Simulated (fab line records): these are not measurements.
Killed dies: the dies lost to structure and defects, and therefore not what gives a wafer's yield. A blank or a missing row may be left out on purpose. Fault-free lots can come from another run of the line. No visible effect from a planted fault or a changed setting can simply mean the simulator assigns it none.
Chamber matching ; flow gf180mcu ; cmp-01 running GF_CONTACT_CMP_27: 4 sister chambers
The step polishes, stops on SiO2, t overpolish 15 s, target thk 0 nm. 14 wafers are shown with their chamber, then 7 later ones without.

WAFERS PAIRED WITH THEIR CHAMBERS
wafer;chamber;motor-current-A (A);slurry-filter-dp-kPa (kPa);time-to-endpoint-s (s)
L892.3;3;12.7;13.54;75
L892.4;0;11.5;13.73;74
L892.6;3;12.6;13.68;72
L899.2;0;11.8;13.46;76
L899.3;2;11.3;13.77;76
L899.4;1;10.1;13.55;73
L901.1;3;12.5;13.47;72
L901.2;1;10.2;13.44;74
L901.6;3;12.6;13.48;72
L906.1;1;10.4;13.44;74
L906.3;3;13.1;13.63;73
L906.5;0;11.2;13.53;77
L908.1;3;12.3;13.56;72
L908.3;1;10.4;13.47;69

SIGNATURES (averages over the wafers above)
reading;chamber 0;chamber 1;chamber 2;chamber 3;scatter within a chamber
motor-current-A;11.500;10.275;11.300;12.633;0.245
slurry-filter-dp-kPa;13.5733;13.4750;13.7700;13.5600;0.0903
time-to-endpoint-s;75.67;72.50;76.00;72.67;1.7
Rule: a wafer's distance from a chamber is the root of the sum, over the readings, of the square of ((its reading less the chamber's mean) divided by the reading's scatter). The wafer belongs to the nearest chamber; if the next one is less than 2 further off, it can't be placed. The scatter is the square root of a quotient: the sum, over the shown wafers, of each reading's squared deviation from its chamber's mean, divided by wafers minus chambers.

WAFERS WITHOUT THEIR CHAMBER
wafer;motor-current-A (A);slurry-filter-dp-kPa (kPa);time-to-endpoint-s (s)
L908.4;11.1;13.72;74
L911.1;10.5;13.11;68
L911.3;11.1;13.39;72
L911.6;10.5;13.43;66
L912.2;11.2;13.77;74
L912.3;11.0;13.45;68
L912.4;10.7;13.49;75

WHICH CHAMBER EACH ONE RAN IN
wafer;from the rows above;in truth
L908.4;can't be placed: 2 or 0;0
L911.1;1;1
L911.3;can't be placed: 0 or 1 or 2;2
L911.6;1;1
L912.2;can't be placed: 2 or 0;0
L912.3;can't be placed: 1 or 0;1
L912.4;can't be placed: 1 or 0 or 2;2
2 of 7 placed correctly. Can't be placed from these rows: 5 (the true chamber is among the candidates in 5). Number placed wrongly: 0.
